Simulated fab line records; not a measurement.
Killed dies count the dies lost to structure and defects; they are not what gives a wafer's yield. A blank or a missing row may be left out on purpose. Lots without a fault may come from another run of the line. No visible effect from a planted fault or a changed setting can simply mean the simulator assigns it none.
Lot-split experiment :: flow sky130 :: 23 wafers read from 5 lots, route of 708 steps

## THE SPLIT
At SKY_GATE_OXIDE_COAT_05 (resist thk 1140 nm), the setting spinRpm was moved away from the recipe's 3000 rpm on 8 of the 23 wafers read, by -6.2% to +3.3%. This setting was run at the recipe's value on the other wafers.

Reading taken at the split's own step.

## THE READING
NOVOLAK_of_GATE_OXIDE_COAT_05.thkNm (the simulator's own value, which no gauge read), in nm, at SKY_GATE_OXIDE_COAT_05 (resist thk 1140 nm). The file gives no usual value for it. Average 1138 nm, standard deviation 1.9 nm, over the 15 wafers here run with the recipe.

wafer: L074.1
tool, chamber at the split: lithoTrack-01, 0
spinRpm as run, rpm: 2837
against the recipe: -5.4%
NOVOLAK_of_GATE_OXIDE_COAT_05.thkNm, nm: 1169
against lot-mates on the recipe: +32

wafer: L074.2
tool, chamber at the split: lithoTrack-01, 0
spinRpm as run, rpm: 2837
against the recipe: -5.4%
NOVOLAK_of_GATE_OXIDE_COAT_05.thkNm, nm: 1170
against lot-mates on the recipe: +34

wafer: L074.3
tool, chamber at the split: lithoTrack-01, 0
spinRpm as run, rpm: 3000
against the recipe: recipe
NOVOLAK_of_GATE_OXIDE_COAT_05.thkNm, nm: 1137
against lot-mates on the recipe: -

wafer: L074.5
tool, chamber at the split: lithoTrack-01, 0
spinRpm as run, rpm: 2837
against the recipe: -5.4%
NOVOLAK_of_GATE_OXIDE_COAT_05.thkNm, nm: 1171
against lot-mates on the recipe: +34

wafer: L074.6
tool, chamber at the split: lithoTrack-01, 0
spinRpm as run, rpm: 3000
against the recipe: recipe
NOVOLAK_of_GATE_OXIDE_COAT_05.thkNm, nm: 1136
against lot-mates on the recipe: -

wafer: L075.1
tool, chamber at the split: lithoTrack-01, 0
spinRpm as run, rpm: 3000
against the recipe: recipe
NOVOLAK_of_GATE_OXIDE_COAT_05.thkNm, nm: 1140
against lot-mates on the recipe: -

wafer: L075.6
tool, chamber at the split: lithoTrack-01, 0
spinRpm as run, rpm: 3000
against the recipe: recipe
NOVOLAK_of_GATE_OXIDE_COAT_05.thkNm, nm: 1140
against lot-mates on the recipe: -

wafer: L075.3
tool, chamber at the split: lithoTrack-01, 0
spinRpm as run, rpm: 3000
against the recipe: recipe
NOVOLAK_of_GATE_OXIDE_COAT_05.thkNm, nm: 1141
against lot-mates on the recipe: -

wafer: L075.4
tool, chamber at the split: lithoTrack-01, 0
spinRpm as run, rpm: 3100
against the recipe: +3.3%
NOVOLAK_of_GATE_OXIDE_COAT_05.thkNm, nm: 1119
against lot-mates on the recipe: -21

wafer: L075.5
tool, chamber at the split: lithoTrack-01, 0
spinRpm as run, rpm: 3100
against the recipe: +3.3%
NOVOLAK_of_GATE_OXIDE_COAT_05.thkNm, nm: 1117
against lot-mates on the recipe: -23

wafer: L076.1
tool, chamber at the split: lithoTrack-02, 0
spinRpm as run, rpm: 3000
against the recipe: recipe
NOVOLAK_of_GATE_OXIDE_COAT_05.thkNm, nm: 1139
against lot-mates on the recipe: -

wafer: L076.2
tool, chamber at the split: lithoTrack-02, 0
spinRpm as run, rpm: 3000
against the recipe: recipe
NOVOLAK_of_GATE_OXIDE_COAT_05.thkNm, nm: 1141
against lot-mates on the recipe: -

wafer: L076.5
tool, chamber at the split: lithoTrack-02, 0
spinRpm as run, rpm: 3000
against the recipe: recipe
NOVOLAK_of_GATE_OXIDE_COAT_05.thkNm, nm: 1138
against lot-mates on the recipe: -

wafer: L083.1
tool, chamber at the split: lithoTrack-01, 0
spinRpm as run, rpm: 2814
against the recipe: -6.2%
NOVOLAK_of_GATE_OXIDE_COAT_05.thkNm, nm: 1177
against lot-mates on the recipe: +40

wafer: L083.2
tool, chamber at the split: lithoTrack-01, 0
spinRpm as run, rpm: 3000
against the recipe: recipe
NOVOLAK_of_GATE_OXIDE_COAT_05.thkNm, nm: 1136
against lot-mates on the recipe: -

wafer: L083.3
tool, chamber at the split: lithoTrack-01, 0
spinRpm as run, rpm: 3000
against the recipe: recipe
NOVOLAK_of_GATE_OXIDE_COAT_05.thkNm, nm: 1139
against lot-mates on the recipe: -

wafer: L083.4
tool, chamber at the split: lithoTrack-01, 0
spinRpm as run, rpm: 2814
against the recipe: -6.2%
NOVOLAK_of_GATE_OXIDE_COAT_05.thkNm, nm: 1175
against lot-mates on the recipe: +38

wafer: L083.5
tool, chamber at the split: lithoTrack-01, 0
spinRpm as run, rpm: 2814
against the recipe: -6.2%
NOVOLAK_of_GATE_OXIDE_COAT_05.thkNm, nm: 1171
against lot-mates on the recipe: +34

wafer: L085.1
tool, chamber at the split: lithoTrack-04, 0
spinRpm as run, rpm: 3000
against the recipe: recipe
NOVOLAK_of_GATE_OXIDE_COAT_05.thkNm, nm: 1135
against lot-mates on the recipe: -

wafer: L085.2
tool, chamber at the split: lithoTrack-04, 0
spinRpm as run, rpm: 3000
against the recipe: recipe
NOVOLAK_of_GATE_OXIDE_COAT_05.thkNm, nm: 1136
against lot-mates on the recipe: -

wafer: L085.3
tool, chamber at the split: lithoTrack-04, 0
spinRpm as run, rpm: 3000
against the recipe: recipe
NOVOLAK_of_GATE_OXIDE_COAT_05.thkNm, nm: 1137
against lot-mates on the recipe: -

wafer: L085.4
tool, chamber at the split: lithoTrack-04, 0
spinRpm as run, rpm: 3000
against the recipe: recipe
NOVOLAK_of_GATE_OXIDE_COAT_05.thkNm, nm: 1137
against lot-mates on the recipe: -

wafer: L085.6
tool, chamber at the split: lithoTrack-04, 0
spinRpm as run, rpm: 3000
against the recipe: recipe
NOVOLAK_of_GATE_OXIDE_COAT_05.thkNm, nm: 1139
against lot-mates on the recipe: -

THE FIT
A straight line over all 23 wafers: NOVOLAK_of_GATE_OXIDE_COAT_05.thkNm changes by -5.89 nm for each +1% of spinRpm; r = -0.99; the points scatter about the line by 1.9 nm.
The same after taking each lot's own level away (the mean of its wafers on the recipe; 23 wafers): -6.14 nm for each +1%; r = -1.00; scatter 1.6 nm.
That fit puts the effect of the largest move of spinRpm on the reading at 38 nm.
From 1136.5 to 1140.3 nm: that is the span of the lots' own levels, equal to 2.0 times the standard deviation above.
The two slopes are in agreement: the lot-to-lot level therefore moves the slope only a little.
Check: +37.4 nm against its lot-mates is what the line predicts for one of the wafers moved furthest among these (-6.2%) when that wafer is left out of the fit. It came out at +39.5 nm against them.

## FURTHER SPLITS ON THESE WAFERS
These wafers also went through other splits before the reading. Each is held against what the fit with the lots' levels taken away leaves over:
other split on the same wafers: SKY_VT_ADJUST_HVTR_COAT_02 spinRpm
wafers away from the commonest value: 10
r with NOVOLAK_of_GATE_OXIDE_COAT_05.thkNm (lot level and that fit taken away): +0.00

other split on the same wafers: SKY_VT_ADJUST_HVTR_IMPLANT_09 energyKev
wafers away from the commonest value: 8
r with NOVOLAK_of_GATE_OXIDE_COAT_05.thkNm (lot level and that fit taken away): +0.10

other split on the same wafers: SKY_SONOS_TUNNEL_SOFTBAKE_03 tempC
wafers away from the commonest value: 8
r with NOVOLAK_of_GATE_OXIDE_COAT_05.thkNm (lot level and that fit taken away): +0.01

other split on the same wafers: SKY_SONOS_TUNNEL_IMPLANT_09 energyKev
wafers away from the commonest value: 8
r with NOVOLAK_of_GATE_OXIDE_COAT_05.thkNm (lot level and that fit taken away): +0.15

other split on the same wafers: SKY_SONOS_ONO_CVD_04 tempC
wafers away from the commonest value: 18
r with NOVOLAK_of_GATE_OXIDE_COAT_05.thkNm (lot level and that fit taken away): +0.07

other split on the same wafers: SKY_SONOS_ONO_SOFTBAKE_09 tempC
wafers away from the commonest value: 8
r with NOVOLAK_of_GATE_OXIDE_COAT_05.thkNm (lot level and that fit taken away): -0.17

other split on the same wafers: SKY_SONOS_ONO_ETCH_15 biasW
wafers away from the commonest value: 8
r with NOVOLAK_of_GATE_OXIDE_COAT_05.thkNm (lot level and that fit taken away): +0.28

## THE WHOLE CHAIN: every reading that the file lists as answering this split, in the file's order
step: SKY_GATE_OXIDE_COAT_05
what it does: resist thk 1140 nm
reading: NOVOLAK_of_GATE_OXIDE_COAT_05.thkNm (the simulator's own value, which no gauge read)
change (the file's fit): -6.11 nm for each +1% of the setting
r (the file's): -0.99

step: SKY_GATE_OXIDE_STRIP_13
what it does: strips in O2/N2
reading: stripTimeToEndpointS
change (the file's fit): withheld for each +1% of the setting
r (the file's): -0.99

## FILE'S OWN FIT
NOVOLAK_of_GATE_OXIDE_COAT_05.thkNm changes by -6.11 nm for each +1% of spinRpm, r = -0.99.
